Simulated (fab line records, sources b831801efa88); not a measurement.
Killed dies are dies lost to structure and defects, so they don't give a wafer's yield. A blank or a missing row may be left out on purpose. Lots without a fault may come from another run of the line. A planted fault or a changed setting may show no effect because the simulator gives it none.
fab line records | flow gf180mcu
record lots=5 wafers=15 last_day=33
route steps=602 shown V2@408 M3@409 V3@429
lots that met no fault: from a run of the same line without faults
start_h: hours from the record's first day to the start of the lot's first wafer shown | wait_h: hours since the lot's step before | " the same as in the row above | L1.1+2: a row that stands for several wafers | - no value, or no start given | * or withheld: withheld | < > ~ a bound
route shown NAME@n: a module of which the file shows steps, and the number in the route of the first | usual: mean/standard deviation of fault-free wafers | same: alike in all rows | chamber/n: place in a boat | sites: the reading at each site | _std_site: their standard deviation | _edge_site: outer sites' mean less inner sites' | radius_mm: how far each site lies from the wafer's centre | mask NAME#n: copy n | behind: the tool/chamber that last shaped the wafer | hold: why the lot was held/for how many hours/how that ended | device: the transistor (n, p or np) that didn't switch | end of line: the same wafers' tests at the end of the route | a step without rows: its recipe alone | killed: dies lost to structure and defects at the first sort, not the wafer's yield | map: a wafer's dies, x killed, . not, _ none there
set.NAME: the setting as run; set.NAME@STEP: as run at that earlier step | model.NAME: the simulator's own value behind a step, which no gauge read
lots at some steps of the route; a table a step, a row a wafer
services: from which hour (start_h, from the record's first day; less than 0 if before it) a tool's chamber was out of use, for how many hours, and why
## steps
# step GF_V2_CMP_26
# recipe stop_on=SiO2 down_force_psi=3.5 platen_rpm=60 t_overpolish_s=15 target_thk_nm=0 pad_velocity_m_s=0.94248
# usual motor_current_A=11.2/1 overpolish_run_s=14.999/0.0094 time_to_endpoint_s=82/3.8
# columns lot.wafer tool chamber start_h wait_h motor_current_A overpolish_run_s time_to_endpoint_s
L079.1 cmp-01 1 512.40 0.1 11.4 15.004 81
L079.4 " 0 " " 13.5 14.999 87
L079.6 " 1 " " 11.0 15.007 85
L084.3 cmp-02 2 556.74 0.0 11.2 14.997 87
L084.2 " 3 " " 10.4 15.000 84
L084.4 " 0 " " 9.5 14.998 85
L086.3 cmp-02 1 566.08 0.2 11.7 15.005 81
L086.6 " 2 " " 11.1 14.991 85
L086.5 " 3 " " 11.7 15.003 85
L091.1 cmp-01 2 598.86 0.2 10.9 14.999 79
L091.4 " 0 " " 13.1 14.993 83
L091.5 " 2 " " 11.5 14.993 82
L092.4 cmp-01 3 611.26 0.0 9.5 14.998 82
L092.2 " 1 " " 11.0 15.002 80
L092.1 " 2 " " 11.2 14.998 82
# step GF_M3_SPUTTER_00
# recipe material=Ti target_thk_nm=37.5 arriving_ion_energy_ev=80 substrate_temp_c=200 chamber_pressure_pa=2 power_w=4000 time_s=150
# usual cathode_dc_power_W=4000.0/0.86 throttle_valve_pct=29.9/1.2
# columns lot.wafer tool chamber start_h wait_h cathode_dc_power_W throttle_valve_pct
L079.1 pvd_sputter-01 - 512.70 0.2 3999.8 28.9
L079.4 " - " " 4000.4 28.9
L079.6 " - " " 3999.8 30.3
L084.2 pvd_sputter-01 - 557.04 0.2 4001.2 28.9
L084.3 " - " " 3999.1 28.8
L084.4 " - " " 3999.0 31.6
L086.3 pvd_sputter-01 - 566.23 0.1 4001.2 28.8
L086.5 " - " " 4001.1 28.8
L086.6 " - " " 3999.1 31.7
L091.1 pvd_sputter-04 - 599.16 0.2 3999.2 28.8
L091.4 " - " " 4000.3 30.4
L091.5 " - " " 4000.0 30.2
L092.1 pvd_sputter-02 - 611.56 0.1 3999.7 29.7
L092.2 " - " " 4000.7 28.3
L092.4 " - " " 3999.8 29.7
# step GF_M3_SPUTTER_01
# recipe material=TiN target_thk_nm=30 power_w=6500 time_s=25 chamber_pressure_pa=0.4
# usual cathode_dc_power_W=6500.1/1.2 throttle_valve_pct=29.9/1.2
# columns lot.wafer tool chamber start_h wait_h cathode_dc_power_W throttle_valve_pct
L079.1 pvd_sputter-01 - 512.80 0.1 6498.9 28.8
L079.4 " - " " 6498.4 28.8
L079.6 " - " " 6501.9 30.5
L084.2 pvd_sputter-01 - 557.14 0.1 6500.2 28.7
L084.3 " - " " 6498.9 28.7
L084.4 " - " " 6500.9 31.7
L086.3 pvd_sputter-01 - 566.33 0.1 6498.8 28.6
L086.5 " - " " 6500.8 28.8
L086.6 " - " " 6498.9 32.0
L091.1 pvd_sputter-04 - 599.26 0.1 6499.0 28.8
L091.4 " - " " 6501.0 30.1
L091.5 " - " " 6498.3 30.0
L092.1 pvd_sputter-02 - 611.66 0.1 6500.2 29.7
L092.2 " - " " 6499.8 28.3
L092.4 " - " " 6498.0 29.4
# step GF_M3_SPUTTER_02
# recipe material=AlCu target_thk_nm=450 power_w=10600 time_s=23.9 chamber_pressure_pa=0.4
# usual cathode_dc_power_W=10600/1.9 throttle_valve_pct=29.9/1.2
# columns lot.wafer tool chamber start_h wait_h cathode_dc_power_W throttle_valve_pct
L079.1 pvd_sputter-01 - 512.83 0.0 10607 28.9
L079.4 " - " " 10599 28.8
L079.6 " - " " 10602 30.2
L084.2 pvd_sputter-01 - 557.17 0.0 10604 28.8
L084.3 " - " " 10597 28.3
L084.4 " - " " 10598 31.8
L086.3 pvd_sputter-01 - 566.36 0.0 10603 28.5
L086.5 " - " " 10598 28.8
L086.6 " - " " 10598 32.1
L091.1 pvd_sputter-04 - 599.29 0.0 10600 28.9
L091.4 " - " " 10602 30.1
L091.5 " - " " 10601 30.1
L092.1 pvd_sputter-02 - 611.69 0.0 10601 29.9
L092.2 " - " " 10601 28.2
L092.4 " - " " 10602 29.5
# step GF_M3_SPUTTER_03
# recipe material=Ti target_thk_nm=10 substrate_temp_c=300 chamber_pressure_pa=0.3 power_w=3000 time_s=6.7
# usual cathode_dc_power_W=3000.0/0.52 throttle_valve_pct=29.9/1.2
# columns lot.wafer tool chamber start_h wait_h cathode_dc_power_W throttle_valve_pct
L079.1 pvd_sputter-01 - 512.86 0.0 3000.3 28.9
L079.4 " - " " 3000.1 28.6
L079.6 " - " " 3000.0 30.3
L084.2 pvd_sputter-01 - 557.20 0.0 3000.9 28.9
L084.3 " - " " 3000.4 28.7
L084.4 " - " " 3000.2 32.1
L086.3 pvd_sputter-01 - 566.39 0.0 3000.2 28.7
L086.5 " - " " 2999.8 28.6
L086.6 " - " " 2999.9 32.2
L091.1 pvd_sputter-04 - 599.32 0.0 3000.8 28.7
L091.4 " - " " 3000.3 30.2
L091.5 " - " " 3000.2 30.1
L092.1 pvd_sputter-02 - 611.72 0.0 3000.1 29.6
L092.2 " - " " 3000.1 28.5
L092.4 " - " " 3001.0 29.8
# step GF_M3_SPUTTER_04
# recipe material=TiN target_thk_nm=50 power_w=6500 time_s=41.7 chamber_pressure_pa=0.4
# usual cathode_dc_power_W=6500.1/1.3 throttle_valve_pct=29.9/1.2
# columns lot.wafer tool chamber start_h wait_h cathode_dc_power_W throttle_valve_pct
L079.1 pvd_sputter-01 - 512.88 0.0 6501.3 29.0
L079.4 " - " " 6499.8 28.6
L079.6 " - " " 6500.2 30.1
L084.2 pvd_sputter-01 - 557.22 0.0 6500.4 28.9
L084.3 " - " " 6500.4 29.0
L084.4 " - " " 6500.3 31.8
L086.3 pvd_sputter-01 - 566.41 0.0 6499.2 28.7
L086.5 " - " " 6500.0 28.8
L086.6 " - " " 6502.2 31.8
L091.1 pvd_sputter-04 - 599.34 0.0 6500.0 28.7
L091.4 " - " " 6499.1 30.1
L091.5 " - " " 6500.7 30.1
L092.1 pvd_sputter-02 - 611.74 0.0 6496.8 29.6
L092.2 " - " " 6499.8 28.1
L092.4 " - " " 6500.9 29.6
# step GF_M3_RS_MEAS_05
# recipe thk_meas_gauge=four-point-probe reads=TiN_of_M3_SPUTTER_04+Ti_of_M3_SPUTTER_03+AlCu_of_M3_SPUTTER_02+TiN_of_M3_SPUTTER_01+Ti_of_M3_SPUTTER_00
# usual M3_ALCU_RS=0.0695/0.00092
# columns lot.wafer tool chamber start_h wait_h M3_ALCU_RS[ohm/sq]
L079.1 film_metro-02 - 512.92 0.0 0.0689
L079.4 " - " " 0.0703
L079.6 " - " " 0.0701
L084.2 film_metro-03 - 557.28 0.0 0.0694
L084.3 " - " " 0.0711
L084.4 " - " " 0.0691
L086.3 film_metro-02 - 566.49 0.1 0.0697
L086.5 " - " " 0.0696
L086.6 " - " " 0.0680
L091.1 film_metro-02 - 599.38 0.0 0.0683
L091.4 " - " " 0.0687
L091.5 " - " " 0.0688
L092.1 film_metro-02 - 611.78 0.0 0.0689
L092.2 " - " " 0.0696
L092.4 " - " " 0.0690
# step GF_M3_THK_MEAS_06
# recipe thk_meas_gauge=xrf reads=AlCu_of_M3_SPUTTER_02
# usual M3_ALCU_THK=446/6.3
# columns lot.wafer tool chamber start_h wait_h M3_ALCU_THK[nm]
L079.1 film_metro-02 - 513.04 0.1 451
L079.4 " - " " 438
L079.6 " - " " 442
L084.2 film_metro-03 - 557.39 0.1 448
L084.3 " - " " 432
L084.4 " - " " 446
L086.3 film_metro-02 - 566.59 0.1 448
L086.5 " - " " 447
L086.6 " - " " 457
L091.1 film_metro-02 - 599.50 0.1 453
L091.4 " - " " 455
L091.5 " - " " 450
L092.1 film_metro-02 - 611.90 0.1 450
L092.2 " - " " 448
L092.4 " - " " 450
# step GF_M3_DEHYDRATE_07
# recipe temp_c=200 time_s=60
# usual plate_temp_C=199.97/0.16
# columns lot.wafer tool chamber start_h wait_h plate_temp_C
L079.1 litho_track-03 0 524.42 11.4 199.87
L079.4 " 0 " " 199.92
L079.6 " 0 " " 199.87
L084.2 litho_track-04 0 567.34 9.9 200.06
L084.3 " 0 " " 200.08
L084.4 " 0 " " 199.90
L086.3 litho_track-03 0 577.37 10.8 200.09
L086.5 " 0 " " 200.14
L086.6 " 0 " " 200.32
L091.1 litho_track-04 0 609.42 9.9 199.91
L091.4 " 0 " " 200.23
L091.5 " 0 " " 200.00
L092.1 litho_track-02 0 621.26 9.4 199.67
L092.2 " 0 " " 199.51
L092.4 " 0 " " 199.88
# step GF_M3_HMDS_08
# recipe prime_time_s=60 prime_temp_c=120
# usual prime_temp_c=119.98/0.14
# columns lot.wafer tool chamber start_h wait_h prime_temp_c
L079.1 litho_track-03 0 524.57 0.1 119.95
L079.4 " 0 " " 119.94
L079.6 " 0 " " 119.99
L084.2 litho_track-04 0 567.49 0.1 120.18
L084.3 " 0 " " 119.96
L084.4 " 0 " " 119.99
L086.3 litho_track-03 0 577.52 0.1 119.90
L086.5 " 0 " " 120.10
L086.6 " 0 " " 120.05
L091.1 litho_track-04 0 609.57 0.1 119.93
L091.4 " 0 " " 119.86
L091.5 " 0 " " 119.97
L092.1 litho_track-02 0 621.41 0.1 120.09
L092.2 " 0 " " 120.09
L092.4 " 0 " " 120.09
# step GF_M3_COAT_09
# recipe resist=KrF spin_rpm=withheld resist_thk_nm=1000
# columns lot.wafer tool chamber start_h wait_h
L079.1+4+6 litho_track-03 0 524.72 0.1
L084.2+3+4 litho_track-04 0 567.64 0.1
L086.3+5+6 litho_track-03 0 577.67 0.1
L091.1+4+5 litho_track-04 0 609.72 0.1
L092.1+2+4 litho_track-02 0 621.56 0.1
# step GF_M3_SOFTBAKE_10
# recipe temp_c=130 time_s=60 resist=KrF
# usual plate_temp_C=130.03/0.14
# columns lot.wafer tool chamber start_h wait_h plate_temp_C
L079.1 litho_track-03 0 524.87 0.1 130.06
L079.4 " 0 " " 130.09
L079.6 " 0 " " 130.08
L084.2 litho_track-04 0 567.79 0.1 130.11
L084.3 " 0 " " 129.90
L084.4 " 0 " " 130.05
L086.3 litho_track-03 0 577.82 0.1 129.95
L086.5 " 0 " " 129.90
L086.6 " 0 " " 130.16
L091.1 litho_track-04 0 609.87 0.1 129.90
L091.4 " 0 " " 129.98
L091.5 " 0 " " 129.87
L092.1 litho_track-02 0 621.71 0.1 129.91
L092.2 " 0 " " 129.69
L092.4 " 0 " " 129.86
# step GF_M3_EXPOSE_11
# recipe mask_id=Metal3 target_cd_nm=280 na=0.68 source_shape=conventional sigma_outer=0.6 dose_mj=28
# columns lot.wafer tool chamber start_h wait_h mask
L079.1+4+6 krf_scanner-01 0 - - Metal3#0
L084.2+3+4 krf_scanner-01 0 - - Metal3#0
L086.3+5+6 krf_scanner-01 0 - - Metal3#0
L091.1+4+5 krf_scanner-01 0 - - Metal3#0
L092.1+2+4 krf_scanner-01 0 - - Metal3#0
# step GF_M3_PEB_12
# recipe peb_temp_c=135 peb_time_s=90 resist=KrF
# usual plate_temp_C=135.01/0.12
# columns lot.wafer tool chamber start_h wait_h plate_temp_C
L079.1 litho_track-03 0 - - 134.98
L079.4 " 0 " " 135.01
L079.6 " 0 " " 135.20
L084.2 litho_track-03 0 - - 135.25
L084.3 " 0 " " 134.92
L084.4 " 0 " " 135.07
L086.3 litho_track-03 0 - - 135.03
L086.5 " 0 " " 135.04
L086.6 " 0 " " 134.96
L091.1 litho_track-04 0 - - 135.04
L091.4 " 0 " " 135.00
L091.5 " 0 " " 134.77
L092.1 litho_track-04 0 - - 135.09
L092.2 " 0 " " 135.31
L092.4 " 0 " " 135.15
# step GF_M3_DEVELOP_13
# recipe develop_time_s=60 dev_temp_c=21
# usual developer_temp_C=21.01/0.11
# columns lot.wafer tool chamber start_h wait_h developer_temp_C
L079.1 litho_track-03 0 535.87 0.2 21.16
L079.4 " 0 " " 21.18
L079.6 " 0 " " 21.07
L084.2 litho_track-03 0 578.79 0.2 21.05
L084.3 " 0 " " 21.12
L084.4 " 0 " " 21.07
L086.3 litho_track-03 0 588.57 0.1 21.08
L086.5 " 0 " " 21.01
L086.6 " 0 " " 20.92
L091.1 litho_track-04 0 619.57 0.2 20.89
L091.4 " 0 " " 21.03
L091.5 " 0 " " 21.05
L092.1 litho_track-04 0 632.17 0.2 21.01
L092.2 " 0 " " 21.09
L092.4 " 0 " " 20.83
# step GF_M3_CD_MEAS_14
# recipe target_cd_nm=280
# usual cd_nm=280.3/1.2
# columns lot.wafer tool chamber start_h wait_h cd_nm
L079.1 cd_sem-01 - 536.02 0.1 278.0
L079.4 " - " " 277.3
L079.6 " - " " 278.3
L084.2 cd_sem-01 - 578.94 0.1 282.5
L084.3 " - " " 280.8
L084.4 " - " " 281.7
L086.3 cd_sem-02 - 588.71 0.1 280.2
L086.5 " - " " 280.5
L086.6 " - " " 280.6
L091.1 cd_sem-02 - 619.72 0.1 281.2
L091.4 " - " " 281.6
L091.5 " - " " 281.7
L092.1 cd_sem-01 - 632.62 0.4 280.0
L092.2 " - " " 279.4
L092.4 " - " " 279.2
# step GF_M3_OVL_MEAS_15
# usual M3_OVL=2/5.3
# columns lot.wafer tool chamber start_h wait_h M3_OVL[nm]
L079.1 overlay-02 - 536.14 0.1 -6
L079.4 " - " " 0
L079.6 " - " " 0
L084.2 overlay-01 - 579.04 0.1 6
L084.3 " - " " 6
L084.4 " - " " 5
L086.3 overlay-01 - 588.80 0.1 -8
L086.5 " - " " -1
L086.6 " - " " 6
L091.1 overlay-01 - 619.84 0.1 16
L091.4 " - " " 15
L091.5 " - " " 13
L092.1 overlay-02 - 632.74 0.1 4
L092.2 " - " " 9
L092.4 " - " " -1
# step GF_M3_METAL_ETCH_16
# recipe chemistry=Cl2/BCl3 mask_material=KrF target_depth_nm=627.5 stop_on=SiO2 pressure_mtorr=8 icp_w=800 bias_w=140 Cl2_flow_sccm=80 bcl3_flow_sccm=40 time_s=104.6
# usual drypump_motor_current_A=5.84/0.28 oes_product_au=0.972/0.0069 throttle_valve_pct=28.250/0.011
# columns lot.wafer tool chamber start_h wait_h drypump_motor_current_A oes_product_au rf_hours_counter_h throttle_valve_pct
L079.1 rie_metal-03 0 536.18 0.0 6.12 0.975 8 28.240
L079.4 " 1 " " 6.02 0.970 - 28.258
L079.6 " 0 " " 6.14 0.973 - 28.261
L084.2 rie_metal-02 1 579.07 0.0 5.24 0.976 3 28.235
L084.3 " 1 " " 5.25 0.963 - 28.267
L084.4 " 0 " " 5.74 0.981 - 28.244
L086.3 rie_metal-02 1 588.86 0.1 5.26 0.978 - 28.251
L086.5 " 1 " " 5.25 0.975 - 28.255
L086.6 " 0 " " 5.73 0.985 - 28.231
L091.1 rie_metal-03 0 619.87 0.0 6.14 0.976 10 28.248
L091.4 " 0 " " 6.13 0.979 - 28.243
L091.5 " 0 " " 6.12 0.974 - 28.255
L092.1 rie_metal-02 1 632.77 0.0 5.24 0.976 4 28.238
L092.2 " 0 " " 5.73 0.972 9 28.264
L092.4 " 0 " " 5.77 0.987 - 28.251
# step GF_M3_STRIP_17
# recipe chemistry=O2/N2 power_w=1400 pressure_mtorr=1500 platen_temp_c=250 o2_flow_sccm=3000 n2_flow_sccm=300 overash_fraction=0.5
# usual drypump_motor_current_A=5.5/0.4 heater_power_w=338/38 oes_product_au=0.557/0.0045 platen_temp_c=250.00/0.18 strip_time_to_endpoint_s=7.86/0.043
# columns lot.wafer tool chamber start_h wait_h drypump_motor_current_A heater_power_w oes_product_au platen_temp_c rf_hours_counter_h strip_time_to_endpoint_s
L079.1 plasma_asher-04 0 536.29 0.1 5.5 390 0.563 249.95 75 7.92
L079.4 " 0 " " 5.5 388 0.567 249.95 - 7.93
L079.6 " 1 " " 4.9 329 0.560 250.34 - 7.84
L084.2 plasma_asher-02 0 579.19 0.1 5.7 280 0.558 249.95 99 7.81
L084.3 " 1 " " 5.8 337 0.554 249.72 - 7.87
L084.4 " 0 " " 5.6 281 0.553 250.10 - 7.88
L086.3 plasma_asher-04 0 588.97 0.1 5.5 392 0.559 250.01 - 7.88
L086.5 " 1 " " 4.9 342 0.554 249.84 - 7.83
L086.6 " 0 " " 5.5 391 0.556 249.87 - 7.83
L091.1 plasma_asher-04 0 619.98 0.1 5.5 391 0.558 250.05 83 7.88
L091.4 " 0 " " 5.5 398 0.561 250.08 - 7.87
L091.5 " 1 " " 4.9 331 0.552 250.07 - 7.85
L092.1 plasma_asher-04 0 632.89 0.1 5.5 382 0.548 250.07 84 7.87
L092.2 " 1 " " 4.9 340 0.549 249.92 84 7.84
L092.4 " 1 " " 4.9 336 0.557 249.88 - 7.84
# step GF_M3_STRIP_18
# recipe chemistry=post_etch_residue_remover time_s=1200 temp_c=72.5
# columns lot.wafer tool chamber start_h wait_h
L079.1+4+6 wet_bench-02 3 536.39 0.1
L084.2+3+4 wet_bench-02 3 579.29 0.1
L086.3+5+6 wet_bench-02 2 589.04 0.0
L091.1+4+5 wet_bench-01 1 620.08 0.1
L092.1+2+4 wet_bench-03 1 632.99 0.1
# step GF_M3_CLEAN_19
# recipe chemistry=DIW dry=n2_spin
# columns lot.wafer tool chamber start_h wait_h
L079.1+4+6 wet_bench-01 1 536.73 0.0
L084.2+3+4 wet_bench-03 3 579.63 0.0
L086.3+5+6 wet_bench-03 3 589.38 0.0
L091.1+4+5 wet_bench-03 0 620.46 0.0
L092.1+2+4 wet_bench-01 0 633.39 0.0
# step GF_V3_CVD_00
# recipe material=SiO2 target_thk_nm=600 sigma_open_frac=0.3 temp_c=400 time_s=100 sih4_flow_sccm=60 pressure_mtorr=6
# columns lot.wafer tool chamber start_h wait_h
L079.1+4+6 hdpcvd-01 1,0,2 536.83 0.0
L084.2+3+4 hdpcvd-02 2,0,1 579.73 0.0
L086.3+5+6 hdpcvd-02 1,2,0 589.47 0.0
L091.1+4+5 hdpcvd-02 0,1,0 620.55 0.0
L092.1+2+4 hdpcvd-01 2,1,0 633.48 0.0
# step GF_V3_THK_MEAS_01
# recipe reads=SiO2_of_V3_CVD_00
# usual V3_CVD_00_THK=600/9.4
# columns lot.wafer tool chamber start_h wait_h V3_CVD_00_THK[nm]
L079.1 film_metro-04 - 536.90 0.0 608
L079.4 " - " " 602
L079.6 " - " " 615
L084.2 film_metro-02 - 579.81 0.0 589
L084.3 " - " " 617
L084.4 " - " " 602
L086.3 film_metro-02 - 589.56 0.1 607
L086.5 " - " " 590
L086.6 " - " " 613
L091.1 film_metro-02 - 620.62 0.0 599
L091.4 " - " " 594
L091.5 " - " " 596
L092.1 film_metro-01 - 633.56 0.0 606
L092.2 " - " " 594
L092.4 " - " " 595
# step GF_V3_CVD_02
# recipe material=SiO2 target_thk_nm=850 precursor=TEOS temp_c=400 time_s=94.851 rf_w=600
# usual heater_power_w=661/86
# columns lot.wafer tool chamber start_h wait_h heater_power_w
L079.1 pecvd-01 1 536.96 0.1 579
L079.4 " 0 " " 717
L079.6 " 2 " " 723
L084.2 pecvd-04 0 579.86 0.0 633
L084.3 " 1 " " 633
L084.4 " 0 " " 672
L086.3 pecvd-04 2 589.60 0.0 821
L086.5 " 2 " " 849
L086.6 " 0 " " 676
L091.1 pecvd-01 0 620.68 0.1 667
L091.4 " 0 " " 678
L091.5 " 1 " " 580
L092.1 pecvd-01 0 633.62 0.1 622
L092.2 " 1 " " 625
L092.4 " 1 " " 493
# step GF_V3_THK_MEAS_03
# recipe reads=SiO2_of_V3_CVD_02
# usual V3_CVD_02_THK=853/12
# columns lot.wafer tool chamber start_h wait_h V3_CVD_02_THK[nm]
L079.1 film_metro-01 - 537.03 0.0 849
L079.4 " - " " 857
L079.6 " - " " 871
L084.2 film_metro-02 - 579.94 0.0 854
L084.3 " - " " 843
L084.4 " - " " 865
L086.3 film_metro-01 - 589.69 0.1 846
L086.5 " - " " 842
L086.6 " - " " 857
L091.1 film_metro-01 - 620.75 0.0 813
L091.4 " - " " 824
L091.5 " - " " 867
L092.1 film_metro-04 - 633.69 0.0 839
L092.2 " - " " 860
L092.4 " - " " 867
# step GF_V3_CMP_04
# recipe material=SiO2 down_force_psi=4 platen_rpm=60 pad_velocity_m_s=0.94248
# usual motor_current_A=12.2/1.1 time_to_endpoint_s=79/5.4
# columns lot.wafer tool chamber start_h wait_h motor_current_A time_to_endpoint_s
L079.4 cmp-02 3 537.09 0.0 12.1 80
L079.1 " 0 " " 10.5 80
L079.6 " 0 " " 10.2 89
L084.4 cmp-01 0 579.99 0.0 14.1 83
L084.3 " 1 " " 11.6 71
L084.2 " 3 " " 11.3 73
L086.3 cmp-02 0 589.88 0.2 10.5 77
L086.5 " 1 " " 13.5 72
L086.6 " 2 " " 12.9 82
L091.1 cmp-01 1 620.91 0.1 11.2 68
L091.4 " 2 " " 12.2 74
L091.5 " 0 " " 14.3 92
L092.1 cmp-01 0 633.75 0.1 13.9 79
L092.2 " 2 " " 12.2 82
L092.4 " 3 " " 10.9 85
# step GF_V3_BOW_MEAS_05
# recipe mode=bow
# usual V3_BOW=117/8.9
# columns lot.wafer tool chamber start_h wait_h V3_BOW[um]
L079.1 film_metro-02 - 537.39 0.2 127
L079.4 " - " " 138
L079.6 " - " " 117
L084.2 film_metro-04 - 580.31 0.1 103
L084.3 " - " " 115
L084.4 " - " " 113
L086.3 film_metro-02 - 590.07 0.1 117
L086.5 " - " " 123
L086.6 " - " " 131
L091.1 film_metro-04 - 621.11 0.1 128
L091.4 " - " " 115
L091.5 " - " " 117
L092.1 film_metro-02 - 634.05 0.2 131
L092.2 " - " " 125
L092.4 " - " " 122
# step GF_V3_DEHYDRATE_06
# recipe temp_c=200 time_s=60
# usual plate_temp_C=200.01/0.16
# columns lot.wafer tool chamber start_h wait_h plate_temp_C
L079.1 litho_track-01 0 547.92 10.5 200.00
L079.4 " 0 " " 199.91
L079.6 " 0 " " 200.06
L084.2 litho_track-03 0 590.24 9.9 199.65
L084.3 " 0 " " 199.72
L084.4 " 0 " " 200.18
L086.3 litho_track-01 0 600.47 10.4 200.19
L086.5 " 0 " " 199.78
L086.6 " 0 " " 200.14
L091.1 litho_track-01 0 630.92 9.8 200.14
L091.4 " 0 " " 200.05
L091.5 " 0 " " 200.02
L092.1 litho_track-01 0 644.21 10.1 200.25
L092.2 " 0 " " 199.98
L092.4 " 0 " " 200.01
# step GF_V3_HMDS_07
# recipe prime_time_s=60 prime_temp_c=120
# usual prime_temp_c=120.03/0.13
# columns lot.wafer tool chamber start_h wait_h prime_temp_c
L079.1 litho_track-01 0 548.07 0.1 119.83
L079.4 " 0 " " 119.91
L079.6 " 0 " " 119.85
L084.2 litho_track-03 0 590.39 0.1 119.96
L084.3 " 0 " " 120.39
L084.4 " 0 " " 120.03
L086.3 litho_track-01 0 600.62 0.1 120.01
L086.5 " 0 " " 119.95
L086.6 " 0 " " 120.07
L091.1 litho_track-01 0 631.07 0.1 119.93
L091.4 " 0 " " 119.88
L091.5 " 0 " " 120.03
L092.1 litho_track-01 0 644.36 0.1 119.94
L092.2 " 0 " " 119.81
L092.4 " 0 " " 120.10
# step GF_V3_COAT_08
# recipe resist=BARC temp_c=withheld time_s=withheld spin_rpm=withheld resist_thk_nm=withheld
# columns lot.wafer tool chamber start_h wait_h
L079.1+4+6 litho_track-01 0 548.22 0.1
L084.2+3+4 litho_track-03 0 590.54 0.1
L086.3+5+6 litho_track-01 0 600.77 0.1
L091.1+4+5 litho_track-01 0 631.22 0.1
L092.1+2+4 litho_track-01 0 644.51 0.1
# step GF_V3_COAT_09
# recipe resist=KrF spin_rpm=withheld resist_thk_nm=1000
# columns lot.wafer tool chamber start_h wait_h
L079.1+4+6 litho_track-01 0 - -
L084.2+3+4 litho_track-03 0 - -
L086.3+5+6 litho_track-01 0 - -
L091.1+4+5 litho_track-01 0 - -
L092.1+2+4 litho_track-01 0 - -
# step GF_V3_SOFTBAKE_10
# recipe temp_c=130 time_s=60 resist=KrF
# usual plate_temp_C=129.99/0.13
# columns lot.wafer tool chamber start_h wait_h plate_temp_C
L079.1 litho_track-01 0 - - 129.96
L079.4 " 0 " " 130.01
L079.6 " 0 " " 129.75
L084.2 litho_track-03 0 - - 130.00
L084.3 " 0 " " 129.82
L084.4 " 0 " " 129.98
L086.3 litho_track-01 0 - - 130.06
L086.5 " 0 " " 129.90
L086.6 " 0 " " 130.24
L091.1 litho_track-01 0 - - 130.01
L091.4 " 0 " " 130.22
L091.5 " 0 " " 130.25
L092.1 litho_track-01 0 - - 130.01
L092.2 " 0 " " 129.98
L092.4 " 0 " " 129.90
# step GF_V3_EXPOSE_11
# recipe mask_id=Via3 target_cd_nm=260 na=0.68 source_shape=conventional sigma_outer=0.6 dose_mj=38
# columns lot.wafer tool chamber start_h wait_h mask
L079.1+4+6 krf_scanner-01 0 - - Via3#0
L084.2+3+4 krf_scanner-01 0 - - Via3#0
L086.3+5+6 krf_scanner-02 0 - - Via3#0
L091.1+4+5 krf_scanner-01 0 - - Via3#0
L092.1+2+4 krf_scanner-01 0 - - Via3#0
# step GF_V3_PEB_12
# recipe peb_temp_c=135 peb_time_s=90 resist=KrF
# usual plate_temp_C=135.00/0.15
# columns lot.wafer tool chamber start_h wait_h plate_temp_C
L079.1 litho_track-01 0 - - 135.10
L079.4 " 0 " " 134.96
L079.6 " 0 " " 135.01
L084.2 litho_track-01 0 - - 135.06
L084.3 " 0 " " 134.82
L084.4 " 0 " " 135.00
L086.3 litho_track-01 0 - - 135.07
L086.5 " 0 " " 135.21
L086.6 " 0 " " 135.20
L091.1 litho_track-01 0 - - 134.62
L091.4 " 0 " " 134.92
L091.5 " 0 " " 134.66
L092.1 litho_track-01 0 - - 134.92
L092.2 " 0 " " 135.25
L092.4 " 0 " " 135.10
# step GF_V3_DEVELOP_13
# recipe develop_time_s=60 resist=KrF dev_temp_c=21
# usual developer_temp_C=20.98/0.11
# columns lot.wafer tool chamber start_h wait_h developer_temp_C
L079.1 litho_track-01 0 558.77 0.2 20.99
L079.4 " 0 " " 20.91
L079.6 " 0 " " 20.97
L084.2 litho_track-01 0 601.39 0.2 21.05
L084.3 " 0 " " 21.02
L084.4 " 0 " " 21.00
L086.3 litho_track-01 0 610.62 0.1 21.03
L086.5 " 0 " " 21.08
L086.6 " 0 " " 20.94
L091.1 litho_track-01 0 641.81 0.2 20.75
L091.4 " 0 " " 21.03
L091.5 " 0 " " 20.98
L092.1 litho_track-01 0 654.76 0.2 21.03
L092.2 " 0 " " 20.99
L092.4 " 0 " " 21.11
# step GF_V3_CD_MEAS_14
# recipe target_cd_nm=260
# usual cd_nm=259.5/1.2
# columns lot.wafer tool chamber start_h wait_h cd_nm
L079.1 cd_sem-01 - 558.92 0.1 259.0
L079.4 " - " " 259.6
L079.6 " - " " 258.6
L084.2 cd_sem-02 - 601.54 0.1 259.2
L084.3 " - " " 257.8
L084.4 " - " " 258.5
L086.3 cd_sem-02 - 610.76 0.1 258.3
L086.5 " - " " 257.4
L086.6 " - " " 258.0
L091.1 cd_sem-02 - 641.96 0.1 258.2
L091.4 " - " " 259.4
L091.5 " - " " 259.1
L092.1 cd_sem-01 - 654.91 0.1 258.2
L092.2 " - " " 258.8
L092.4 " - " " 257.9
# step GF_V3_OVL_MEAS_15
# usual V3_OVL=-1/4.9
# columns lot.wafer tool chamber start_h wait_h V3_OVL[nm]
L079.1 overlay-02 - 559.04 0.1 -2
L079.4 " - " " 5
L079.6 " - " " -3
L084.2 overlay-01 - 601.64 0.1 -4
L084.3 " - " " -3
L084.4 " - " " -9
L086.3 overlay-02 - 610.85 0.1 -7
L086.5 " - " " -7
L086.6 " - " " 0
L091.1 overlay-02 - 642.08 0.1 9
L091.4 " - " " 3
L091.5 " - " " 1
L092.1 overlay-02 - 655.03 0.1 -4
L092.2 " - " " -3
L092.4 " - " " -7
## services
# columns tool chamber start_h hours kind
krf_scanner-01 - 488.78 7.1 repair
wet_bench-01 - 493.41 1.7 repair
krf_scanner-01 - 497.99 0.9 repair
krf_scanner-01 - 498.86 1.3 pm
rie_metal-02 - 499.37 14.6 pm
krf_scanner-01 - 514.44 1.5 pm
plasma_asher-04 - 518.75 2.1 repair
rie_metal-02 0 519.21 25.6 repair
plasma_asher-04 - 536.85 2.8 pm
krf_scanner-01 - 539.05 0.8 pm
rie_metal-02 - 543.60 0.4 repair
pvd_sputter-02 - 557.11 2.1 repair
cmp-02 - 557.79 5.1 pm
pecvd-01 0 558.82 4.0 repair
pvd_sputter-01 - 563.85 2.2 repair
cmp-02 - 572.00 4.0 pm
pvd_sputter-01 - 579.32 12.1 repair
cmp-02 - 597.93 15.6 pm
krf_scanner-01 - 604.23 4.0 pm
pvd_sputter-02 - 607.57 2.9 repair
cmp-02 - 614.78 1.0 repair
cmp-01 - 633.03 0.3 repair
krf_scanner-01 - 641.01 1.0 pm
cmp-02 - 646.47 0.2 repair
## key
fault none
